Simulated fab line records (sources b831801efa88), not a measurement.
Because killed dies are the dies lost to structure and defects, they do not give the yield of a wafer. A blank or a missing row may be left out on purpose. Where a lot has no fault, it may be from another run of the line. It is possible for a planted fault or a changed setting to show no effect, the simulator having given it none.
Which tool was responsible? || flow sky130 || 21 wafers sampled from 7 lots at 1 step of a route of 708

WHAT EACH GAUGE READ, for each wafer
SKY_GATE_OXIDE_THK_MEAS_02.
{"lot": "L371", "measured": "day 13 14:32", "on": "film metro-03", "GATE_OXIDE_OXIDATION_00_THK (nm)": "10.13 10.10 10.07"}
{"lot": "L374", "measured": "day 14 19:42", "on": "film metro-01", "GATE_OXIDE_OXIDATION_00_THK (nm)": "10.11 10.09 10.00"}
{"lot": "L376", "measured": "day 15 14:56", "on": "film metro-02", "GATE_OXIDE_OXIDATION_00_THK (nm)": "10.49 10.42 10.52"}
{"lot": "L378", "measured": "day 16 02:57", "on": "film metro-01", "GATE_OXIDE_OXIDATION_00_THK (nm)": "10.02 10.01 10.14"}
{"lot": "L382", "measured": "day 17 12:49", "on": "film metro-03", "GATE_OXIDE_OXIDATION_00_THK (nm)": "10.54 10.67 10.53"}
{"lot": "L386", "measured": "day 19 02:00", "on": "film metro-03", "GATE_OXIDE_OXIDATION_00_THK (nm)": "10.32 10.31 10.54"}
{"lot": "L389", "measured": "day 19 23:35", "on": "film metro-02", "GATE_OXIDE_OXIDATION_00_THK (nm)": "10.05 9.92 10.01"}

WHAT TOOL EACH LOT RAN ON (gives the tool, then ch and the chambers of the sampled wafers, and finally the start)
There is no process step in the record ahead of these readings.

THE ANSWER, worked out from the rows above alone
Rule: what is usual is taken from the lots themselves. The widest of any qualifying gaps counts: lots, ordered by their means at a reading, are off when they make up no more than a third of the lots, leave a main group of 4 or more, and stand apart from it by 3 or more times the standard deviation of that group's means. If all means in a main group match to the digits the tables above print for the reading, that group is not used. A lot without any number at a reading at which 4 lots or more have one is off too. Any other lot the step has rows for is counted as sound.
Across all readings shown, no lot is off: no conclusion can be drawn from this.

WHAT WAS PUT IN BY THE SIMULATOR
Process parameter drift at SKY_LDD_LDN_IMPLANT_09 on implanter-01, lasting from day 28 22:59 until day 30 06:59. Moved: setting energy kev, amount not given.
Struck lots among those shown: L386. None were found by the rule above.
